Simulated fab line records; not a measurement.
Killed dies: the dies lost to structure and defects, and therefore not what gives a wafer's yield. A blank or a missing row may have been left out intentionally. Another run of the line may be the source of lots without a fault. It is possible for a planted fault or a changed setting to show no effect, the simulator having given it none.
fab line records ; flow sky130
[record] lots = 6; wafers = 18; lastDay = 50
route steps=708 shown VT_ADJUST_HVTR@133 VT_ADJUST_PCH@143 PAD_OPEN@708
lots untouched by any fault: they come from a run of this same line in which no faults occurred
startH: start of the lot's first displayed wafer, in hours after the record's first day ; waitH: time in hours since the lot's previous step ; " repeats the value in the row above ; L1.1+2: a single row standing in for several wafers ; - value missing, or start not given ; * or withheld: withheld ; < > ~ a bound
route shown NAME@n: a module of which the file shows steps, and the number in the route of the first ; usual: mean/standard deviation of fault-free wafers ; same: alike in all rows ; chamber/n: place in a boat ; sites: readings site by site ; _std_site: the values' standard deviation ; _edge_site: the outer-site mean with the inner-site mean subtracted ; radiusMm: for every site, how far away it sits from the centre of the wafer ; mask NAME#n: copy n ; behind: the last tool/chamber to shape the wafer ; hold: reason for holding the lot/hours on hold/outcome of the hold ; device: names the non-switching transistor (n, p or np) ; end of line: the same wafers' tests at the end of the route ; a step given without rows: its recipe and nothing more ; killed: at the first sort, the dies lost to defects and structure; wafer yield is something else ; map: per-die view of a wafer (x killed, . not killed, _ where there is no die)
set.NAME: the setting the step ran with; set.NAME@STEP: the setting that earlier step ran with ; model.NAME: the simulator's own value behind a step, which no gauge read
lots seen at some steps along the route; tables by step, rows by wafer
services: a tool's chamber out of use, with start hour (startH, from the record's first day; less than 0 if before it), hours out, and reason
[[steps]]
[step SKY_VT_ADJUST_HVTR_COAT_02]
[recipe] resist = NOVOLAK; spinRpm = 3000; resistThkNm = 1140
[step SKY_VT_ADJUST_HVTR_SOFTBAKE_03]
[recipe] tempC = 90; timeS = 60; resist = NOVOLAK
[step SKY_VT_ADJUST_HVTR_EXPOSE_04]
[recipe] maskId = HVTRM; targetCdNm = 380; na = 0.6; sourceShape = conventional; sigmaOuter = 0.6; doseMj = 150
[step SKY_VT_ADJUST_HVTR_PEB_05]
[recipe] tempC = withheld; timeS = *; resist = NOVOLAK
[step SKY_VT_ADJUST_HVTR_DEVELOP_06]
[recipe] developTimeS = 60; devTempC = 23
[step SKY_VT_ADJUST_HVTR_CD_MEAS_07]
[recipe] targetCdNm = 380
[usual] cdNm = 380/3.1
lot.wafer;tool;chamber;startH;waitH;cdNm
L347.1;cdSem-01;-;221.39;0.1;383
L347.3;cdSem-01;-;221.39;0.1;382
L347.4;cdSem-01;-;221.39;0.1;381
L351.1;cdSem-01;-;239.94;0.1;377
L351.5;cdSem-01;-;239.94;0.1;377
L351.6;cdSem-01;-;239.94;0.1;375
L354.3;cdSem-01;-;267.01;0.1;380
L354.4;cdSem-01;-;267.01;0.1;380
L354.6;cdSem-01;-;267.01;0.1;380
L357.1;cdSem-02;-;284.19;0.1;379
L357.4;cdSem-02;-;284.19;0.1;380
L357.5;cdSem-02;-;284.19;0.1;380
L365.2;cdSem-02;-;352.49;0.1;379
L365.4;cdSem-02;-;352.49;0.1;377
L365.5;cdSem-02;-;352.49;0.1;377
L369.3;cdSem-01;-;382.96;0.1;388
L369.4;cdSem-01;-;382.96;0.1;385
L369.5;cdSem-01;-;382.96;0.1;386
[step SKY_VT_ADJUST_HVTR_OVL_MEAS_08]
[usual] VT_ADJUST_HVTR_OVL = -0.5/1.5
lot.wafer;tool;chamber;startH;waitH;VT_ADJUST_HVTR_OVL[nm]
L347.1;overlay-01;-;221.51;0.1;-2.5
L347.3;overlay-01;-;221.51;0.1;-1.4
L347.4;overlay-01;-;221.51;0.1;-1.7
L351.1;overlay-01;-;240.06;0.1;0.5
L351.5;overlay-01;-;240.06;0.1;0.6
L351.6;overlay-01;-;240.06;0.1;-0.1
L354.3;overlay-02;-;267.10;0.1;-1.2
L354.4;overlay-02;-;267.10;0.1;-0.1
L354.6;overlay-02;-;267.10;0.1;-0.3
L357.1;overlay-02;-;284.31;0.1;1.3
L357.4;overlay-02;-;284.31;0.1;0.3
L357.5;overlay-02;-;284.31;0.1;1.0
L365.2;overlay-01;-;352.59;0.1;-2.3
L365.4;overlay-01;-;352.59;0.1;-1.6
L365.5;overlay-01;-;352.59;0.1;-3.1
L369.3;overlay-02;-;383.05;0.1;-1.4
L369.4;overlay-02;-;383.05;0.1;-0.4
L369.5;overlay-02;-;383.05;0.1;-0.6
[step SKY_VT_ADJUST_HVTR_IMPLANT_09]
[recipe] species = B; energyKev = 10; doseCm2 = 2.1e+12; tiltDeg = withheld
[step SKY_VT_ADJUST_HVTR_STRIP_10]
[recipe] chemistry = O2/N2; powerW = 1400; pressureMtorr = 1500; platenTempC = withheld; o2FlowSccm = 3000; n2FlowSccm = 300; overashFraction = 0.5
[usual] drypumpMotorCurrentA = 5.5/0.38; n2FlowSccm = 299.8/0.83; oesProductAu = 0.716/0.0043; stripTimeToEndpointS = 14.17/0.05
lot.wafer;tool;chamber;startH;waitH;drypumpMotorCurrentA;n2FlowSccm;oesProductAu;rfHoursCounterH;stripTimeToEndpointS
L347.1;plasmaAsher-04;0;221.70;0.1;5.7;300.0;0.714;8;14.14
L347.3;plasmaAsher-04;0;221.70;0.1;5.7;299.7;0.721;-;14.15
L347.4;plasmaAsher-04;1;221.70;0.1;5.1;300.1;0.713;-;14.18
L351.1;plasmaAsher-01;0;240.25;0.1;4.9;299.4;0.707;58;14.21
L351.5;plasmaAsher-01;0;240.25;0.1;4.9;299.2;0.713;-;14.22
L351.6;plasmaAsher-01;1;240.25;0.1;5.8;299.7;0.710;-;14.21
L354.3;plasmaAsher-04;1;267.31;0.1;5.1;299.8;0.715;-;14.19
L354.4;plasmaAsher-04;0;267.31;0.1;5.7;300.4;0.715;-;14.18
L354.6;plasmaAsher-04;1;267.31;0.1;5.1;298.8;0.717;-;14.16
L357.1;plasmaAsher-04;0;284.50;0.1;5.7;299.6;0.715;15;14.17
L357.4;plasmaAsher-04;1;284.50;0.1;5.1;300.3;0.710;-;14.19
L357.5;plasmaAsher-04;0;284.50;0.1;5.6;300.9;0.712;-;14.20
L365.2;plasmaAsher-02;0;352.77;0.1;6.0;299.8;0.715;54;14.14
L365.4;plasmaAsher-02;0;352.77;0.1;6.0;299.8;0.710;-;14.15
L365.5;plasmaAsher-02;1;352.77;0.1;5.4;300.0;0.706;-;14.16
L369.3;plasmaAsher-02;0;383.26;0.1;6.0;298.8;0.720;-;14.18
L369.4;plasmaAsher-02;1;383.26;0.1;5.4;300.4;0.716;-;14.28
L369.5;plasmaAsher-02;1;383.26;0.1;5.4;298.0;0.717;-;14.22
[step SKY_VT_ADJUST_HVTR_TW_MEAS_11]
[usual] VT_ADJUST_HVTR_TW = 214.2/2.1
lot.wafer;tool;chamber;startH;waitH;VT_ADJUST_HVTR_TW
L347.1;filmMetro-04;-;221.80;0.1;215.8
L347.3;filmMetro-04;-;221.80;0.1;217.3
L347.4;filmMetro-04;-;221.80;0.1;217.4
L351.1;filmMetro-03;-;240.35;0.1;215.0
L351.5;filmMetro-03;-;240.35;0.1;212.6
L351.6;filmMetro-03;-;240.35;0.1;213.5
L354.3;filmMetro-03;-;267.39;0.1;212.5
L354.4;filmMetro-03;-;267.39;0.1;212.6
L354.6;filmMetro-03;-;267.39;0.1;212.0
L357.1;filmMetro-04;-;284.60;0.1;215.9
L357.4;filmMetro-04;-;284.60;0.1;215.1
L357.5;filmMetro-04;-;284.60;0.1;215.0
L365.2;filmMetro-02;-;352.88;0.1;212.2
L365.4;filmMetro-02;-;352.88;0.1;212.0
L365.5;filmMetro-02;-;352.88;0.1;211.7
L369.3;filmMetro-04;-;383.34;0.1;215.7
L369.4;filmMetro-04;-;383.34;0.1;216.1
L369.5;filmMetro-04;-;383.34;0.1;216.9
[step SKY_VT_ADJUST_PCH_DEHYDRATE_00]
[recipe] tempC = 200; timeS = 60
[step SKY_VT_ADJUST_PCH_HMDS_01]
[recipe] primeTimeS = 60; primeTempC = 120
[step SKY_VT_ADJUST_PCH_COAT_02]
[recipe] spinRpm = 2000; resistThkNm = 3000
[usual] exhaustPa = 45.2/0.87; spinSpeedRpm = 2000.0/1.4
lot.wafer;tool;chamber;startH;waitH;exhaustPa;spinSpeedRpm;model.coat_of_VT_ADJUST_PCH_COAT_02.thkNm
L347.1;lithoTrack-03;0;232.47;0.1;45.2;1999.8;3005
L347.3;lithoTrack-03;0;232.47;0.1;44.2;1999.4;3003
L347.4;lithoTrack-03;0;232.47;0.1;45.3;2000.4;3006
L351.1;lithoTrack-02;0;251.14;0.1;44.1;1997.8;3005
L351.5;lithoTrack-02;0;251.14;0.1;43.3;1999.7;3009
L351.6;lithoTrack-02;0;251.14;0.1;43.5;1999.7;3006
L354.3;lithoTrack-02;0;279.29;0.1;45.4;1998.7;3013
L354.4;lithoTrack-02;0;279.29;0.1;44.6;2000.0;3011
L354.6;lithoTrack-02;0;279.29;0.1;44.6;2000.7;3015
L357.1;lithoTrack-02;0;297.69;0.1;44.9;2001.2;3008
L357.4;lithoTrack-02;0;297.69;0.1;45.5;2002.3;3006
L357.5;lithoTrack-02;0;297.69;0.1;45.3;2001.8;3010
L365.2;lithoTrack-03;0;366.19;0.1;45.6;1928.9;3061
L365.4;lithoTrack-03;0;366.19;0.1;44.9;1926.2;3059
L365.5;lithoTrack-03;0;366.19;0.1;45.0;1926.7;3064
L369.3;lithoTrack-03;0;397.42;0.1;45.6;1930.2;3061
L369.4;lithoTrack-03;0;397.42;0.1;45.9;1929.2;3058
L369.5;lithoTrack-03;0;397.42;0.1;45.4;1928.1;3050
[step SKY_VT_ADJUST_PCH_SOFTBAKE_03]
[recipe] tempC = 109.6; timeS = withheld
[step SKY_VT_ADJUST_PCH_EXPOSE_04]
[recipe] maskId = NWM; na = 0.6; sourceShape = conventional; sigmaOuter = 0.6; polarization = unpolarized; targetCdNm = 840; doseMj = 255
[step SKY_VT_ADJUST_PCH_PEB_05]
[recipe] tempC = 115; timeS = withheld
[step SKY_VT_ADJUST_PCH_DEVELOP_06]
[recipe] wallAngleDeg = 90; developer = TMAH; developTimeS = 60; devTempC = 23
[usual] exhaustPa = 45.3/0.89
lot.wafer;tool;chamber;startH;waitH;exhaustPa;model.coat_of_VT_ADJUST_PCH_COAT_02.thkNm
L347.1;lithoTrack-02;0;-;-;46.1;3004
L347.3;lithoTrack-02;0;-;-;45.3;3002
L347.4;lithoTrack-02;0;-;-;44.9;3005
L351.1;lithoTrack-03;0;-;-;46.0;3004
L351.5;lithoTrack-03;0;-;-;47.0;3008
L351.6;lithoTrack-03;0;-;-;44.2;3005
L354.3;lithoTrack-02;0;-;-;46.2;3012
L354.4;lithoTrack-02;0;-;-;46.9;3010
L354.6;lithoTrack-02;0;-;-;46.3;3014
L357.1;lithoTrack-03;0;-;-;47.5;3007
L357.4;lithoTrack-03;0;-;-;47.2;3005
L357.5;lithoTrack-03;0;-;-;45.4;3009
L365.2;lithoTrack-02;0;-;-;45.5;3060
L365.4;lithoTrack-02;0;-;-;46.2;3058
L365.5;lithoTrack-02;0;-;-;44.8;3063
L369.3;lithoTrack-01;0;-;-;46.0;3060
L369.4;lithoTrack-01;0;-;-;46.6;3057
L369.5;lithoTrack-01;0;-;-;45.8;3049
[step SKY_VT_ADJUST_PCH_OVL_MEAS_07]
[usual] VT_ADJUST_PCH_OVL = -0.4/1.4
lot.wafer;tool;chamber;startH;waitH;VT_ADJUST_PCH_OVL[nm]
L347.1;overlay-02;-;244.49;-;0.8
L347.3;overlay-02;-;244.49;-;0.7
L347.4;overlay-02;-;244.49;-;0.7
L351.1;overlay-02;-;264.27;-;0.2
L351.5;overlay-02;-;264.27;-;1.0
L351.6;overlay-02;-;264.27;-;1.0
L354.3;overlay-01;-;292.50;-;-1.3
L354.4;overlay-01;-;292.50;-;0.1
L354.6;overlay-01;-;292.50;-;0.7
L357.1;overlay-02;-;309.97;-;0.2
L357.4;overlay-02;-;309.97;-;0.7
L357.5;overlay-02;-;309.97;-;0.8
L365.2;overlay-01;-;380.65;-;-3.3
L365.4;overlay-01;-;380.65;-;-3.1
L365.5;overlay-01;-;380.65;-;-2.4
L369.3;overlay-02;-;412.82;-;-0.2
L369.4;overlay-02;-;412.82;-;0.4
L369.5;overlay-02;-;412.82;-;-0.4
[step SKY_VT_ADJUST_PCH_IMPLANT_08]
[recipe] species = B; energyKev = 10; doseCm2 = 5e+11; tiltDeg = withheld
[step SKY_VT_ADJUST_PCH_STRIP_09]
[recipe] chemistry = O2/N2; powerW = 1400; pressureMtorr = 1500; platenTempC = withheld; o2FlowSccm = 3000; n2FlowSccm = 300; overashFraction = 0.5
[usual] drypumpMotorCurrentA = 5.5/0.4; n2FlowSccm = 300.0/0.92; oesProductAu = 0.722/0.0053; stripTimeToEndpointS = 36.98/0.097
lot.wafer;tool;chamber;startH;waitH;drypumpMotorCurrentA;n2FlowSccm;oesProductAu;rfHoursCounterH;stripTimeToEndpointS
L347.1;plasmaAsher-02;0;244.68;0.1;6.0;298.6;0.727;44;37.00
L347.3;plasmaAsher-02;1;244.68;0.1;5.4;300.9;0.731;-;36.99
L347.4;plasmaAsher-02;0;244.68;0.1;6.0;300.5;0.715;-;37.03
L351.1;plasmaAsher-03;0;264.45;0.1;6.0;299.6;0.722;61;37.02
L351.5;plasmaAsher-03;1;264.45;0.1;4.9;301.4;0.718;-;37.05
L351.6;plasmaAsher-03;0;264.45;0.1;6.0;299.1;0.733;-;37.01
L354.3;plasmaAsher-03;1;292.71;0.1;5.0;298.6;0.728;-;37.10
L354.4;plasmaAsher-03;0;292.71;0.1;6.0;300.4;0.727;-;37.09
L354.6;plasmaAsher-03;1;292.71;0.1;5.0;300.0;0.725;-;37.14
L357.1;plasmaAsher-04;1;310.15;0.1;5.1;300.9;0.728;17;37.04
L357.4;plasmaAsher-04;1;310.15;0.1;5.1;299.5;0.726;-;37.00
L357.5;plasmaAsher-04;0;310.15;0.1;5.7;300.1;0.717;-;37.07
L365.2;plasmaAsher-03;0;380.83;0.1;6.0;300.1;0.720;72;37.61
L365.4;plasmaAsher-03;0;380.83;0.1;6.0;300.4;0.725;-;37.62
L365.5;plasmaAsher-03;0;380.83;0.1;6.0;300.7;0.718;-;37.68
L369.3;plasmaAsher-04;0;413.03;0.1;5.7;299.0;0.723;-;37.63
L369.4;plasmaAsher-04;1;413.03;0.1;5.1;301.9;0.726;-;37.58
L369.5;plasmaAsher-04;0;413.03;0.1;5.6;299.5;0.722;-;37.55
[step SKY_VT_ADJUST_PCH_TW_MEAS_10]
[usual] VT_ADJUST_PCH_TW = 142.7/2.4
lot.wafer;tool;chamber;startH;waitH;VT_ADJUST_PCH_TW
L347.1;filmMetro-04;-;244.78;0.1;145.2
L347.3;filmMetro-04;-;244.78;0.1;145.1
L347.4;filmMetro-04;-;244.78;0.1;145.5
L351.1;filmMetro-01;-;264.55;0.1;140.4
L351.5;filmMetro-01;-;264.55;0.1;141.9
L351.6;filmMetro-01;-;264.55;0.1;140.8
L354.3;filmMetro-01;-;292.80;0.1;140.5
L354.4;filmMetro-01;-;292.80;0.1;140.3
L354.6;filmMetro-01;-;292.80;0.1;140.4
L357.1;filmMetro-01;-;310.25;0.1;139.8
L357.4;filmMetro-01;-;310.25;0.1;140.3
L357.5;filmMetro-01;-;310.25;0.1;140.1
L365.2;filmMetro-02;-;380.94;0.1;142.6
L365.4;filmMetro-02;-;380.94;0.1;141.8
L365.5;filmMetro-02;-;380.94;0.1;141.5
L369.3;filmMetro-01;-;413.11;0.1;141.7
L369.4;filmMetro-01;-;413.11;0.1;140.5
L369.5;filmMetro-01;-;413.11;0.1;140.7
[step SKY_PAD_OPEN_PROBE_99]
[usual] killed_at_M0_to_M3 = 45/7.5; killed_at_M4_up = 2.8/1.9; killedAtContacts = 25/5.5; killedAtFrontEnd = 14/4; killedAtOther = 0.3/0.75; killedDies = 87/9.4; killedOpen = 47/6.6; killedShort = 39/6.6
[same] grossDies = 492; killedAtBackSide = 0
lot.wafer;tool;chamber;startH;waitH;killed_at_M0_to_M3;killed_at_M4_up;killedAtContacts;killedAtFrontEnd;killedAtOther;killedDies;killedOpen;killedShort
L351.1;prober-01;-;1111.37;0.1;53;0;20;10;0;83;46;37
L351.5;prober-01;-;1111.57;0.2;45;2;30;16;0;93;45;48
L351.6;prober-01;-;1111.62;0.2;52;5;16;16;7;96;50;39
L357.1;prober-01;-;1142.26;0.1;42;8;34;14;0;98;48;50
L357.4;prober-01;-;1142.41;0.2;50;1;17;13;0;81;49;32
L357.5;prober-01;-;1142.46;0.2;48;4;22;13;0;87;50;37
// killed by level:class
L351.1 VIA1:geometricParticle:open=13 VIA2:geometricParticle:open=9 LI_CONTACT:geometricParticle:open=7 LOCAL_INTERCONNECT:geometricParticle:short=6 METAL2:geometricParticle:short=6 METAL1:geometricParticle:short=5 VIA3:geometricParticle:short=5 VIA3:geometricParticle:open=5
L351.5 CONTACT:geometricParticle:open=9 LOCAL_INTERCONNECT:geometricParticle:short=7 METAL2:geometricParticle:short=7 LI_CONTACT:geometricParticle:open=6 VIA2:geometricParticle:open=6 VIA3:geometricParticle:open=6 METAL3:geometricParticle:short=6 FIELD_ISO:geometricParticle:short=5
L351.6 VIA3:geometricParticle:open=11 VIA1:geometricParticle:open=9 CONTACT:geometricParticle:open=7 PASSIVATION:areaEtch=7 VIA2:geometricParticle:open=6 VIA3:geometricParticle:short=6 FIELD_ISO:geometricParticle:open=5 FIELD_ISO:geometricParticle:short=4
L357.1 CONTACT:geometricParticle:open=15 VIA1:geometricParticle:open=9 CONTACT:geometricParticle:short=8 VIA3:geometricParticle:open=7 LOCAL_INTERCONNECT:geometricParticle:short=6 METAL4:geometricParticle:short=6 FIELD_ISO:geometricParticle:short=5 METAL1:geometricParticle:short=5
L357.4 VIA1:geometricParticle:open=12 VIA3:geometricParticle:open=11 CONTACT:geometricParticle:open=8 VIA1:geometricParticle:short=7 METAL1:geometricParticle:short=6 POLY_GATE:geometricParticle:open=4 LI_CONTACT:geometricParticle:open=4 CONTACT:geometricParticle:short=4
L357.5 VIA2:geometricParticle:open=10 CONTACT:geometricParticle:open=9 VIA1:geometricParticle:open=9 VIA1:geometricParticle:short=6 VIA3:geometricParticle:short=6 VIA3:geometricParticle:open=6 CONTACT:geometricParticle:short=5 POLY_GATE:geometricParticle:open=4
[[services]]
tool;chamber;startH;hours;kind
plasmaAsher-03;-;226.45;0.9;repair
plasmaAsher-04;-;287.84;2.8;pm
plasmaAsher-04;-;382.61;17.0;repair
plasmaAsher-02;-;400.19;0.5;repair
[[key]]
[firstSign] step = SKY_VT_ADJUST_PCH_COAT_02; reading = spinSpeedRpm; direction = down; sigmas = 50; usual = 2000.0; struck = 1928.2
[effect] step = SKY_VT_ADJUST_PCH_STRIP_09; reading = stripTimeToEndpointS; direction = up; sigmas = 6.5; usual = *; struck = *
[modelEffect] step = SKY_VT_ADJUST_PCH_COAT_02; value = coat_of_VT_ADJUST_PCH_COAT_02.thkNm; without = 3003; struck = 3059
[modelEffect] step = SKY_VT_ADJUST_PCH_DEVELOP_06; value = coat_of_VT_ADJUST_PCH_COAT_02.thkNm; without = 3002; struck = 3058
metAt SKY_VT_ADJUST_PCH_COAT_02
struckWafers L365.2,L365.4,L365.5,L369.3,L369.4,L369.5
testerLeftOut L365,L369
onsetBetween 232.47 366.19
[fault] kind = processParameterDrift; tool = lithoTrack-03; chamber = -; onsetH = 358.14; steps = SKY_VT_ADJUST_PCH_COAT_02; channel = spinRpm; offset = -73.021; shape = step; endH = 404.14; actsIn = theseRecipesOnly; stated = 2000
// testerLeftOut: of these lots the tester's yield and bins aren't shown, on N5 and GAA mostly nor the transistor test; their killed dies are dies lost to structure and defects alone, not to doping, threshold or leakage, so they don't give the yield
